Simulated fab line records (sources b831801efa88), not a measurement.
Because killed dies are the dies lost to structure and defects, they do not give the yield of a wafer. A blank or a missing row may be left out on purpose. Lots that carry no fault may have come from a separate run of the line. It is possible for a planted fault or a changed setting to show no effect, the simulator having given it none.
fab line records	flow sky130
record: lots: 11	wafers: 33	last_day: 50
route steps=708 shown SONOS_ONO@182 LDD_HVN@271 SPACER@306
lots that met no fault: from a run of the same line without faults
start_h: start of the lot's first displayed wafer, in hours after the record's first day	wait_h: how many hours have passed since the lot's step before this one	" as in the row above	L1.1+2: a row that stands for several wafers	- no value, or no start given	* or withheld: withheld	< > ~ a bound
route shown NAME@n: names a module that has steps shown in the file, with the first one's number in the route	usual: average and standard deviation across the fault-free wafers	same: alike in all rows	chamber/n: place in a boat	sites: each site's reading	_std_site: standard deviation of those values	_edge_site: inner sites' mean taken away from outer sites' mean	radius_mm: for every site, how far away it sits from the centre of the wafer	mask NAME#n: copy n	behind: the tool/chamber that last shaped the wafer	hold: the reason the lot was held/the length of the hold in hours/how it ended	device: the n, p or np transistor that did not switch	end of line: the same wafers' tests at the end of the route	a step with no rows: only its recipe	killed: dies lost to structure and defects at the first sort, not the wafer's yield	map: shows each die of a wafer: x if killed, . if not, _ if none is there
set.NAME: the run value of the setting; set.NAME@STEP: its run value at that earlier step	model.NAME: the simulator's own value behind a step, which no gauge read
a sample of lots followed through the steps of the route, with each step as a table and each wafer as a row
services: from which hour (start_h, from the record's first day; less than 0 if before it) a tool's chamber was out of use, for how many hours, and why
== steps ==
step: SKY_SONOS_ONO_OVL_MEAS_14
usual: SONOS_ONO_OVL: 0.5/1.4
lot.wafer	tool	chamber	start_h	wait_h	SONOS_ONO_OVL[nm]
L833.1	overlay-02	-	275.79	0.1	-2.0
L833.3	"	-	"	"	-1.6
L833.6	"	-	"	"	-2.3
L838.2	overlay-01	-	317.95	0.1	-1.3
L838.3	"	-	"	"	-1.8
L838.6	"	-	"	"	-1.1
L839.2	overlay-01	-	333.27	0.1	0.5
L839.5	"	-	"	"	0.4
L839.6	"	-	"	"	0.5
L840.2	overlay-02	-	336.30	0.1	-0.3
L840.3	"	-	"	"	0.9
L840.6	"	-	"	"	-0.1
L841.1	overlay-01	-	343.22	0.1	0.2
L841.2	"	-	"	"	0.5
L841.3	"	-	"	"	0.1
L848.1	overlay-02	-	412.79	0.1	1.4
L848.3	"	-	"	"	1.4
L848.5	"	-	"	"	1.1
L850.2	overlay-02	-	432.65	0.1	-0.2
L850.3	"	-	"	"	1.1
L850.5	"	-	"	"	-0.2
L852.2	overlay-01	-	446.85	0.1	-0.3
L852.5	"	-	"	"	0.6
L852.6	"	-	"	"	2.0
L854.2	overlay-02	-	458.15	0.1	0.5
L854.4	"	-	"	"	0.8
L854.5	"	-	"	"	-0.3
L856.1	overlay-01	-	464.32	0.1	1.1
L856.3	"	-	"	"	0.8
L856.6	"	-	"	"	0.6
L855.1	overlay-01	-	470.89	0.1	0.9
L855.5	"	-	"	"	0.2
L855.6	"	-	"	"	1.3
step: SKY_SONOS_ONO_ETCH_15
recipe: target_depth_nm: 19.52	chemistry: CHF3/O2	source_w: 600	bias_w: 200	pressure_mtorr: 40	chf3_flow_sccm: 50	O2_flow_sccm: 5	time_s: 7.8
usual: chf3_flow_sccm: 50.00/0.14	drypump_motor_current_A: 5.8/0.38	oes_product_au: 0.999/0.01	throttle_valve_pct: 8.824/0.0096
lot.wafer	tool	chamber	start_h	wait_h	chf3_flow_sccm	drypump_motor_current_A	oes_product_au	rf_hours_counter_h	throttle_valve_pct
L833.1	rie_diel-03	2	275.83	0.0	49.99	5.6	0.998	37	8.816
L833.3	"	0	"	"	49.93	6.1	0.985	48	8.800
L833.6	"	0	"	"	50.19	6.1	0.984	-	8.819
L838.2	rie_diel-03	2	317.98	0.0	50.15	5.7	0.995	38	8.817
L838.3	"	3	"	"	49.92	5.5	0.991	10	8.813
L838.6	"	2	"	"	50.02	5.7	1.010	-	8.815
L839.2	rie_diel-01	2	333.30	0.0	49.90	5.5	0.988	1	8.825
L839.5	"	3	"	"	50.08	6.7	0.995	-	8.827
L839.6	"	1	"	"	50.18	5.7	1.014	-	8.835
L840.2	rie_diel-03	0	336.33	0.0	50.25	6.0	1.000	49	8.820
L840.3	"	3	"	"	50.01	5.5	0.996	10	8.846
L840.6	"	1	"	"	50.20	5.9	0.993	-	8.827
L841.1	rie_diel-04	0	343.26	0.0	49.93	5.3	0.999	38	8.806
L841.2	"	3	"	"	49.96	5.5	0.992	57	8.827
L841.3	"	2	"	"	49.70	5.5	1.002	5	8.822
L848.1	rie_diel-03	2	412.83	0.0	49.72	5.7	1.009	40	8.814
L848.3	"	1	"	"	49.92	5.9	0.990	17	8.832
L848.5	"	0	"	"	49.71	6.0	1.003	-	8.828
L850.2	rie_diel-03	1	432.68	0.0	49.92	5.9	0.998	17	8.834
L850.3	"	3	"	"	50.14	5.5	1.001	12	8.828
L850.5	"	3	"	"	50.27	5.5	1.011	-	8.821
L852.2	rie_diel-03	0	446.88	0.0	50.26	6.0	0.997	51	8.801
L852.5	"	0	"	"	49.96	6.1	1.009	-	8.830
L852.6	"	3	"	"	49.85	5.5	1.000	-	8.834
L854.2	rie_diel-04	3	458.18	0.0	50.13	5.5	1.001	59	8.834
L854.4	"	0	"	"	50.06	5.3	0.986	39	8.829
L854.5	"	3	"	"	50.13	5.5	0.992	-	8.830
L856.1	rie_diel-03	3	464.35	0.0	49.89	5.5	1.010	13	8.826
L856.3	"	0	"	"	49.98	6.0	0.997	52	8.819
L856.6	"	2	"	"	49.90	5.6	0.999	-	8.831
L855.1	rie_diel-01	2	470.93	0.0	49.88	5.4	0.986	3	8.826
L855.5	"	0	"	"	49.87	5.7	0.993	-	8.808
L855.6	"	1	"	"	50.06	5.7	1.006	-	8.830
step: SKY_LDD_HVN_EXPOSE_04
recipe: mask_id: HVNTM	na: 0.6	source_shape: conventional	sigma_outer: 0.6	polarization: unpolarized	target_cd_nm: 700	dose_mj: 127
same: sigma_outer: 0.6
lot.wafer	tool	chamber	start_h	wait_h	mask
L833.1+3+6	iline_stepper-01	0	442.75	-	HVNTM#0
L838.2+3+6	iline_stepper-02	0	493.36	-	HVNTM#0
L839.2+5+6	iline_stepper-01	0	507.79	-	HVNTM#0
L840.2+3+6	iline_stepper-01	0	512.64	-	HVNTM#0
L841.1+2+3	iline_stepper-01	0	521.77	-	HVPTM#0
L848.1+3+5	iline_stepper-01	0	591.94	-	HVNTM#0
L850.2+3+5	iline_stepper-01	0	613.63	-	HVNTM#0
L852.2+5+6	iline_stepper-02	0	624.01	-	HVNTM#0
L854.2+4+5	iline_stepper-02	0	634.09	-	HVNTM#0
L856.1+3+6	iline_stepper-01	0	641.27	-	HVNTM#0
L855.1+5+6	iline_stepper-01	0	646.87	-	HVNTM#0
step: SKY_LDD_HVN_OVL_MEAS_07
usual: LDD_HVN_OVL: -0.6/1.3
lot.wafer	tool	chamber	start_h	wait_h	LDD_HVN_OVL[nm]
L833.1	overlay-01	-	458.67	0.1	0.2
L833.3	"	-	"	"	0.0
L833.6	"	-	"	"	0.4
L838.2	overlay-01	-	508.55	0.1	-0.9
L838.3	"	-	"	"	-3.2
L838.6	"	-	"	"	-0.6
L839.2	overlay-02	-	522.88	0.1	-0.2
L839.5	"	-	"	"	-0.9
L839.6	"	-	"	"	0.2
L840.2	overlay-01	-	527.60	0.1	3.8
L840.3	"	-	"	"	1.9
L840.6	"	-	"	"	2.5
L841.1	overlay-01	-	536.47	0.1	-
L841.2	"	-	"	"	-
L841.3	"	-	"	"	-
L848.1	overlay-01	-	606.74	0.1	-0.2
L848.3	"	-	"	"	-0.4
L848.5	"	-	"	"	-0.2
L850.2	overlay-01	-	627.48	0.1	-1.4
L850.3	"	-	"	"	0.2
L850.5	"	-	"	"	0.1
L852.2	overlay-02	-	637.83	0.1	-1.5
L852.5	"	-	"	"	-0.8
L852.6	"	-	"	"	-1.3
L854.2	overlay-01	-	648.08	0.1	-3.5
L854.4	"	-	"	"	-1.0
L854.5	"	-	"	"	-1.7
L856.1	overlay-01	-	655.59	0.1	-1.2
L856.3	"	-	"	"	-0.7
L856.6	"	-	"	"	-0.7
L855.1	overlay-02	-	660.54	0.1	-1.5
L855.5	"	-	"	"	0.1
L855.6	"	-	"	"	0.0
step: SKY_LDD_HVN_TW_MEAS_10
usual: LDD_HVN_TW: 1434/10
lot.wafer	tool	chamber	start_h	wait_h	hold	LDD_HVN_TW
L833.1	film_metro-03	-	458.96	0.1	-	1438
L833.3	"	-	"	"	-	1436
L833.6	"	-	"	"	-	1431
L838.2	film_metro-01	-	508.84	0.1	-	1419
L838.3	"	-	"	"	-	1420
L838.6	"	-	"	"	-	1421
L839.2	film_metro-01	-	523.17	0.1	-	1433
L839.5	"	-	"	"	-	1416
L839.6	"	-	"	"	-	1428
L840.2	film_metro-02	-	527.89	0.1	-	1442
L840.3	"	-	"	"	-	1448
L840.6	"	-	"	"	-	1446
L841.1	film_metro-03	-	536.76	0.1	await_dispo/0.2h/release	30
L841.2	"	-	"	"	await_dispo/0.2h/release	30
L841.3	"	-	"	"	await_dispo/0.2h/release	30
L841.1	film_metro-03	-	536.98	0.2	-	30
L841.2	"	-	"	"	-	30
L841.3	"	-	"	"	-	30
L848.1	film_metro-01	-	607.03	0.1	-	1419
L848.3	"	-	"	"	-	1432
L848.5	"	-	"	"	-	1416
L850.2	film_metro-01	-	627.77	0.1	-	1432
L850.3	"	-	"	"	-	1432
L850.5	"	-	"	"	-	1425
L852.2	film_metro-03	-	638.12	0.1	-	1436
L852.5	"	-	"	"	-	1445
L852.6	"	-	"	"	-	1435
L854.2	film_metro-02	-	648.39	0.1	-	1439
L854.4	"	-	"	"	-	1436
L854.5	"	-	"	"	-	1436
L856.1	film_metro-02	-	655.88	0.1	-	1440
L856.3	"	-	"	"	-	1445
L856.6	"	-	"	"	-	1430
L855.1	film_metro-01	-	660.83	0.1	-	1419
L855.5	"	-	"	"	-	1417
L855.6	"	-	"	"	-	1422
step: SKY_SPACER_ETCHBACK_02
recipe: chemistry: CH3F/O2	target: Si3N4	stop_on: SiO2	source_w: 400	bias_w: 80	pressure_mtorr: 25	ch3f_flow_sccm: 40	O2_flow_sccm: 30	time_s: 46.7	target_depth_a: 450
usual: drypump_motor_current_A: 5.5/0.33	oes_product_au: 0.854/0.0057	throttle_valve_pct: 10.564/0.0089
lot.wafer	tool	chamber	start_h	wait_h	drypump_motor_current_A	oes_product_au	rf_hours_counter_h	throttle_valve_pct
L833.1	rie_diel-04	2	521.91	0.1	5.5	0.857	8	10.554
L833.3	"	0	"	"	5.3	0.857	40	10.558
L833.6	"	3	"	"	5.5	0.852	-	10.567
L838.2	rie_diel-04	2	571.84	0.0	5.4	0.848	9	10.565
L838.3	"	1	"	"	5.5	0.843	2	10.557
L838.6	"	1	"	"	5.5	0.856	-	10.581
L839.2	rie_diel-02	2	585.29	0.0	5.6	0.855	1	10.568
L839.5	"	3	"	"	5.5	0.868	-	10.563
L839.6	"	0	"	"	5.1	0.855	-	10.558
L840.2	rie_diel-04	0	589.96	0.0	5.3	0.859	41	10.572
L840.3	"	2	"	"	5.4	0.847	9	10.571
L840.6	"	2	"	"	5.4	0.854	-	10.556
L848.1	rie_diel-04	3	667.47	0.1	5.5	0.864	0	10.554
L848.3	"	2	"	"	5.5	0.864	10	10.569
L848.5	"	0	"	"	5.4	0.858	-	10.562
L850.2	rie_diel-02	0	687.58	0.0	5.1	0.854	12	10.562
L850.3	"	1	"	"	5.8	0.854	6	10.560
L850.5	"	1	"	"	5.9	0.851	-	10.548
L852.2	rie_diel-04	1	697.49	0.0	5.5	0.845	4	10.556
L852.5	"	0	"	"	5.3	0.855	-	10.562
L852.6	"	3	"	"	5.5	0.854	-	10.573
L854.2	rie_diel-02	0	706.69	0.0	5.1	0.853	12	10.553
L854.4	"	0	"	"	5.1	0.856	-	10.568
L854.5	"	1	"	"	5.8	0.856	-	10.568
L856.1	rie_diel-01	1	715.31	0.1	5.7	0.852	34	10.558
L856.3	"	0	"	"	5.8	0.860	2	10.571
L856.6	"	2	"	"	5.4	0.853	-	10.553
L855.1	rie_diel-02	0	718.39	0.1	5.1	0.852	12	10.558
L855.5	"	0	"	"	5.1	0.854	-	10.570
L855.6	"	1	"	"	5.8	0.861	-	10.566
== services ==
tool	chamber	start_h	hours	kind
rie_diel-03	2	251.87	3.5	repair
rie_diel-02	0	300.59	2.2	repair
rie_diel-02	1	304.79	4.3	repair
rie_diel-02	3	314.67	1.6	repair
iline_stepper-01	-	314.92	2.1	pm
rie_diel-02	2	327.92	9.0	repair
rie_diel-03	1	340.59	11.1	repair
rie_diel-04	1	342.34	15.5	repair
rie_diel-04	-	371.81	2.8	pm
rie_diel-04	3	380.03	4.3	repair
rie_diel-02	1	403.26	8.6	repair
iline_stepper-01	-	424.88	1.7	pm
rie_diel-02	-	426.09	0.4	repair
rie_diel-04	0	440.95	8.7	repair
rie_diel-03	3	454.74	2.6	repair
iline_stepper-01	-	482.66	18.8	repair
rie_diel-03	-	493.20	1.6	repair
rie_diel-04	2	525.26	2.6	repair
rie_diel-04	1	587.38	8.0	repair
rie_diel-04	2	604.30	6.9	repair
iline_stepper-01	-	611.02	0.6	repair
rie_diel-03	0	630.98	9.1	repair
iline_stepper-01	-	643.06	1.7	pm
rie_diel-04	-	663.54	0.2	repair
== key ==
first_sign: step: SKY_LDD_HVN_EXPOSE_04	reading: mask	direction: changed
effect: step: SKY_LDD_HVN_OVL_MEAS_07	reading: LDD_HVN_OVL	direction: missing
effect: step: SKY_LDD_HVN_TW_MEAS_10	reading: visit	direction: added
effect: step: SKY_LDD_HVN_TW_MEAS_10	reading: LDD_HVN_TW	direction: down	sigmas: 99+	usual: 1434	struck: 30
met_at SKY_LDD_HVN_EXPOSE_04
struck_lots L841
scrapped_behind SKY_LDD_HVN_TW_MEAS_10 L841.1,L841.2,L841.3
not_acting_at SKY_SONOS_ONO_OVL_MEAS_14,SKY_SONOS_ONO_ETCH_15,SKY_SPACER_ETCHBACK_02
onset_between 512.64 521.77
fault: kind: wrong_mask	tool: any	chamber: -	onset_h: 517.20	steps: SKY_LDD_HVN_EXPOSE_04	aux_copy: HVPTM#0	scope: struck_lots_only
